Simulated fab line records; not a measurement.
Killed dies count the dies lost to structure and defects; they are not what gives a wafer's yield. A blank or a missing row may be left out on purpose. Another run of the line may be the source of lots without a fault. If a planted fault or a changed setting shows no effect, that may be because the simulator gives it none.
Which of the tools did it? + flow sky130 + 14 lots, 42 wafers sampled, at 6 steps of a route of 708

WHAT THE GAUGES SHOWED, per wafer
SKY_RES_XHIGH_TW_MEAS_09. Usual: RES_XHIGH_TW 1645, standard deviation 11.
| lot  | measured     | on            | RES_XHIGH_TW   | flag |
|------|--------------|---------------|----------------|------|
| L805 | day 27 08:23 | film-metro-03 | 1648 1650 1655 |      |
| L809 | day 29 03:20 | film-metro-04 | 1629 1646 1632 |      |
| L810 | day 29 09:20 | film-metro-03 | 1639 1641 1651 |      |
| L811 | day 29 16:59 | film-metro-03 | 1647 1642 1643 |      |
| L812 | day 29 20:49 | film-metro-01 | 30 30 30       | OFF  |
| L813 | day 30 09:11 | film-metro-03 | 30 30 30       | OFF  |
| L817 | day 31 08:44 | film-metro-04 | 1628 1641 1635 |      |
| L818 | day 31 20:04 | film-metro-01 | 1644 1642 1636 |      |
| L819 | day 31 21:29 | film-metro-04 | 1638 1636 1639 |      |
| L820 | day 32 13:02 | film-metro-04 | 1621 1622 1630 |      |
| L821 | day 32 18:41 | film-metro-04 | 1636 1635 1626 |      |
| L822 | day 33 05:17 | film-metro-03 | 1656 1658 1656 |      |
| L825 | day 34 00:59 | film-metro-04 | 1645 1647 1643 |      |
| L826 | day 34 05:52 | film-metro-03 | 1654 1648 1657 |      |

SKY_LI_CONTACT_CD_MEAS_12: the cd target is 170 nm. Usual: cd-nm at 169.8 nm, with a standard deviation of 1.7.
| lot  | measured     | on        | cd-nm (nm)        | flag |
|------|--------------|-----------|-------------------|------|
| L805 | day 29 19:01 | cd-sem-02 | 170.2 169.5 168.8 |      |
| L809 | day 31 12:37 | cd-sem-01 | 164.5 165.8 166.1 |      |
| L810 | day 31 17:56 | cd-sem-01 | 170.1 170.9 170.5 |      |
| L811 | day 32 02:02 | cd-sem-02 | 169.4 168.0 167.5 |      |
| L812 | day 32 05:53 | cd-sem-01 | 171.6 171.6 172.4 |      |
| L813 | day 32 16:57 | cd-sem-01 | 170.0 169.2 170.0 |      |
| L817 | day 33 16:37 | cd-sem-02 | 170.0 169.9 170.0 |      |
| L818 | day 34 03:38 | cd-sem-02 | 170.4 169.8 170.8 |      |
| L819 | day 34 04:39 | cd-sem-02 | 168.9 169.1 168.7 |      |
| L820 | day 34 19:28 | cd-sem-01 | 171.9 171.7 173.2 |      |
| L821 | day 34 23:39 | cd-sem-01 | 170.4 170.6 169.5 |      |
| L822 | day 35 10:21 | cd-sem-02 | 173.2 173.0 173.7 |      |
| L825 | day 36 06:29 | cd-sem-01 | 169.7 169.7 169.3 |      |
| L826 | day 36 11:50 | cd-sem-02 | 169.9 169.7 169.0 |      |

SKY_CONTACT_THK_MEAS_26: measures by xrf. Usual: CONTACT_W_THK 341 nm, standard deviation 5.9.
| lot  | measured     | on            | CONTACT_W_THK (nm) | flag |
|------|--------------|---------------|--------------------|------|
| L805 | day 32 06:07 | film-metro-02 | 351 345 348        |      |
| L809 | day 33 22:45 | film-metro-02 | 350 347 352        |      |
| L810 | day 34 03:59 | film-metro-04 | 345 344 341        |      |
| L811 | day 34 11:03 | film-metro-01 | 338 340 341        |      |
| L812 | day 34 15:06 | film-metro-01 | 342 335 340        |      |
| L813 | day 35 00:58 | film-metro-01 | 338 329 338        |      |
| L817 | day 36 01:16 | film-metro-02 | 352 348 351        |      |
| L818 | day 36 11:35 | film-metro-01 | 335 342 335        |      |
| L819 | day 36 13:08 | film-metro-01 | 334 334 335        |      |
| L820 | day 37 05:02 | film-metro-04 | 340 340 340        |      |
| L821 | day 37 07:34 | film-metro-02 | 349 345 348        |      |
| L822 | day 37 18:30 | film-metro-04 | 336 335 336        |      |
| L825 | day 38 14:41 | film-metro-02 | 344 343 349        |      |
| L826 | day 38 19:33 | film-metro-01 | 339 345 341        |      |

WHAT TOOL EACH LOT RAN ON (gives the tool, then ch and the chambers of the sampled wafers, and finally the start)
| lot  | SKY_SD_P_STRIP_10                    | SKY_RES_XHIGH_STRIP_08               | SKY_CONTACT_ETCH_17                |
|------|--------------------------------------|--------------------------------------|------------------------------------|
| L805 | plasma-asher-02 ch 0,1, day 26 02:49 | plasma-asher-03 ch 0,1, day 27 08:18 | rie-diel-03 ch 0,3, day 32 05:04   |
| L809 | plasma-asher-03 ch 0,1, day 27 23:13 | plasma-asher-04 ch 0,1, day 29 03:15 | rie-diel-03 ch 0,2,3, day 33 21:43 |
| L810 | plasma-asher-04 ch 0,1, day 28 05:08 | plasma-asher-04 ch 0,1, day 29 09:14 | rie-diel-01 ch 0,2,3, day 34 03:01 |
| L811 | plasma-asher-02 ch 0, day 28 12:31   | plasma-asher-03 ch 0, day 29 16:53   | rie-diel-01 ch 0,1, day 34 10:01   |
| L812 | plasma-asher-03 ch 0,1, day 28 16:34 | plasma-asher-01 ch 0,1, day 29 20:43 | rie-diel-03 ch 0,1,2, day 34 14:00 |
| L813 | plasma-asher-04 ch 0,1, day 29 05:14 | plasma-asher-03 ch 0,1, day 30 09:04 | rie-diel-04 ch 0,2,3, day 34 23:59 |
| L817 | plasma-asher-04 ch 0,1, day 30 05:01 | plasma-asher-01 ch 0,1, day 31 08:39 | rie-diel-01 ch 0,1, day 36 00:17   |
| L818 | plasma-asher-02 ch 0,1, day 30 16:46 | plasma-asher-04 ch 0,1, day 31 19:58 | rie-diel-01 ch 0,1,2, day 36 10:37 |
| L819 | plasma-asher-02 ch 0,1, day 30 18:20 | plasma-asher-04 ch 1, day 31 21:23   | rie-diel-03 ch 1,2, day 36 12:08   |
| L820 | plasma-asher-04 ch 0,1, day 31 09:37 | plasma-asher-04 ch 0,1, day 32 12:57 | rie-diel-04 ch 0,2,3, day 37 03:32 |
| L821 | plasma-asher-04 ch 1, day 31 15:23   | plasma-asher-03 ch 0,1, day 32 18:34 | rie-diel-03 ch 0,3, day 37 06:28   |
| L822 | plasma-asher-04 ch 0,1, day 32 02:41 | plasma-asher-04 ch 0,1, day 33 05:10 | rie-diel-03 ch 0,1,2, day 37 17:31 |
| L825 | plasma-asher-02 ch 0,1, day 32 22:19 | plasma-asher-03 ch 0,1, day 34 00:53 | rie-diel-03 ch 1,2,3, day 38 13:40 |
| L826 | plasma-asher-02 ch 0,1, day 33 03:04 | plasma-asher-03 ch 0,1, day 34 05:46 | rie-diel-04 ch 1,2,3, day 38 18:32 |
- SKY_SD_P_STRIP_10: strips in O2/N2.
- SKY_RES_XHIGH_STRIP_08: strips in O2/N2.
- SKY_CONTACT_ETCH_17: etches SiO2 in C4F8/O2/Ar, stops on Si3N4, target depth 340 nm.

WHAT THE TOOLS THEMSELVES READ (means of the sampled wafers that have a number; where no wafer has one, the mark that the record gives instead)
SKY_SD_P_STRIP_10. Usual: chamber-pressure-mTorr 1500.2 mTorr, standard deviation 1.3; drypump-motor-current-A 5.9 A, standard deviation 0.38; oes-product-au 0.618 a.u., standard deviation 0.0043; strip-time-to-endpoint-s 17.49 s, standard deviation 0.043.
| lot  | tool            | chamber-pressure-mTorr (mTorr) | drypump-motor-current-A (A) | oes-product-au (a.u.) | strip-time-to-endpoint-s (s) | flag |
|------|-----------------|--------------------------------|-----------------------------|-----------------------|------------------------------|------|
| L805 | plasma-asher-02 | 1500.5                         | 6.0                         | 0.618                 | 17.51                        |      |
| L809 | plasma-asher-03 | 1499.9                         | 6.0                         | 0.614                 | 17.44                        |      |
| L810 | plasma-asher-04 | 1500.0                         | 5.5                         | 0.619                 | 17.47                        |      |
| L811 | plasma-asher-02 | 1501.4                         | 6.4                         | 0.618                 | 17.49                        |      |
| L812 | plasma-asher-03 | -                              | -                           | -                     | -                            | OFF  |
| L813 | plasma-asher-04 | -                              | -                           | -                     | -                            | OFF  |
| L817 | plasma-asher-04 | 1499.1                         | 5.7                         | 0.619                 | 17.54                        |      |
| L818 | plasma-asher-02 | 1500.7                         | 6.2                         | 0.618                 | 17.49                        |      |
| L819 | plasma-asher-02 | 1500.5                         | 6.2                         | 0.621                 | 17.43                        |      |
| L820 | plasma-asher-04 | 1500.7                         | 5.6                         | 0.616                 | 17.45                        |      |
| L821 | plasma-asher-04 | 1499.5                         | 5.8                         | 0.624                 | 17.48                        |      |
| L822 | plasma-asher-04 | 1500.9                         | 5.7                         | 0.621                 | 17.49                        |      |
| L825 | plasma-asher-02 | 1500.7                         | 6.2                         | 0.614                 | 17.50                        |      |
| L826 | plasma-asher-02 | 1501.3                         | 6.0                         | 0.616                 | 17.42                        |      |

SKY_RES_XHIGH_STRIP_08. Usual: chamber-pressure-mTorr 1500.1 mTorr, standard deviation 1.4; drypump-motor-current-A 5.6 A, standard deviation 0.35; oes-product-au 0.710 a.u., standard deviation 0.0048; strip-time-to-endpoint-s 14.28 s, standard deviation 0.043.
| lot  | tool            | chamber-pressure-mTorr (mTorr) | drypump-motor-current-A (A) | oes-product-au (a.u.) | strip-time-to-endpoint-s (s) | flag |
|------|-----------------|--------------------------------|-----------------------------|-----------------------|------------------------------|------|
| L805 | plasma-asher-03 | 1500.2                         | 5.7                         | 0.709                 | 14.34                        |      |
| L809 | plasma-asher-04 | 1499.4                         | 5.6                         | 0.712                 | 14.30                        |      |
| L810 | plasma-asher-04 | 1500.5                         | 5.5                         | 0.709                 | 14.25                        |      |
| L811 | plasma-asher-03 | 1498.4                         | 6.3                         | 0.713                 | 14.34                        |      |
| L812 | plasma-asher-01 | 1499.8                         | 5.4                         | 0.715                 | 31.42                        | OFF  |
| L813 | plasma-asher-03 | 1499.6                         | 6.0                         | 0.721                 | 31.42                        | OFF  |
| L817 | plasma-asher-01 | 1499.9                         | 5.4                         | 0.706                 | 14.22                        |      |
| L818 | plasma-asher-04 | 1499.0                         | 5.5                         | 0.713                 | 14.32                        |      |
| L819 | plasma-asher-04 | 1499.2                         | 5.8                         | 0.710                 | 14.27                        |      |
| L820 | plasma-asher-04 | 1500.7                         | 5.5                         | 0.707                 | 14.28                        |      |
| L821 | plasma-asher-03 | 1498.8                         | 6.0                         | 0.708                 | 14.28                        |      |
| L822 | plasma-asher-04 | 1500.3                         | 5.5                         | 0.707                 | 14.23                        |      |
| L825 | plasma-asher-03 | 1500.0                         | 5.7                         | 0.708                 | 14.26                        |      |
| L826 | plasma-asher-03 | 1501.1                         | 5.7                         | 0.713                 | 14.22                        |      |

SKY_CONTACT_ETCH_17. Usual: bias-w 1200 W, standard deviation 3.3; oes-product-au 0.892 a.u., standard deviation 0.0052.
| lot  | tool        | bias-w (W) | oes-product-au (a.u.) | flag |
|------|-------------|------------|-----------------------|------|
| L805 | rie-diel-03 | 1201       | 0.890                 |      |
| L809 | rie-diel-03 | 1200       | 0.891                 |      |
| L810 | rie-diel-01 | 1201       | 0.892                 |      |
| L811 | rie-diel-01 | 1201       | 0.893                 |      |
| L812 | rie-diel-03 | 1203       | 0.895                 |      |
| L813 | rie-diel-04 | 1202       | 0.894                 |      |
| L817 | rie-diel-01 | 1199       | 0.893                 |      |
| L818 | rie-diel-01 | 1201       | 0.891                 |      |
| L819 | rie-diel-03 | 1200       | 0.893                 |      |
| L820 | rie-diel-04 | 1197       | 0.894                 |      |
| L821 | rie-diel-03 | 1199       | 0.894                 |      |
| L822 | rie-diel-03 | 1198       | 0.891                 |      |
| L825 | rie-diel-03 | 1197       | 0.893                 |      |
| L826 | rie-diel-04 | 1196       | 0.893                 |      |

THE ANSWER, worked out from the rows above alone
Rule: a lot counts as off when the mean over its wafers that have a number is more than 3 standard deviations away from the usual mean. Also off: a lot with no number at a reading for which 4 or more lots have one. Where the step has rows for the other lots, those lots are counted as sound. The gauges are gone through in route order, then the tools' own readings, and for those a lot's mean is taken as printed above. The first step at which some lot is off is used, and at that step the reading that is off furthest; a lot without a number counts as furthest.
Off: at SKY_RES_XHIGH_TW_MEAS_09 (RES_XHIGH_TW), L812, L813.
A tool fits if, at a process step before that reading, it ran every lot that is off, and no sound lot after the first of them. The gauges at SKY_RES_XHIGH_TW_MEAS_09 aren't tried: what is off there is off at SKY_SD_P_STRIP_10 too, on other tools, and a gauge's error can't cause that. None of those tried fits.

WHAT THE SIMULATOR PUT IN
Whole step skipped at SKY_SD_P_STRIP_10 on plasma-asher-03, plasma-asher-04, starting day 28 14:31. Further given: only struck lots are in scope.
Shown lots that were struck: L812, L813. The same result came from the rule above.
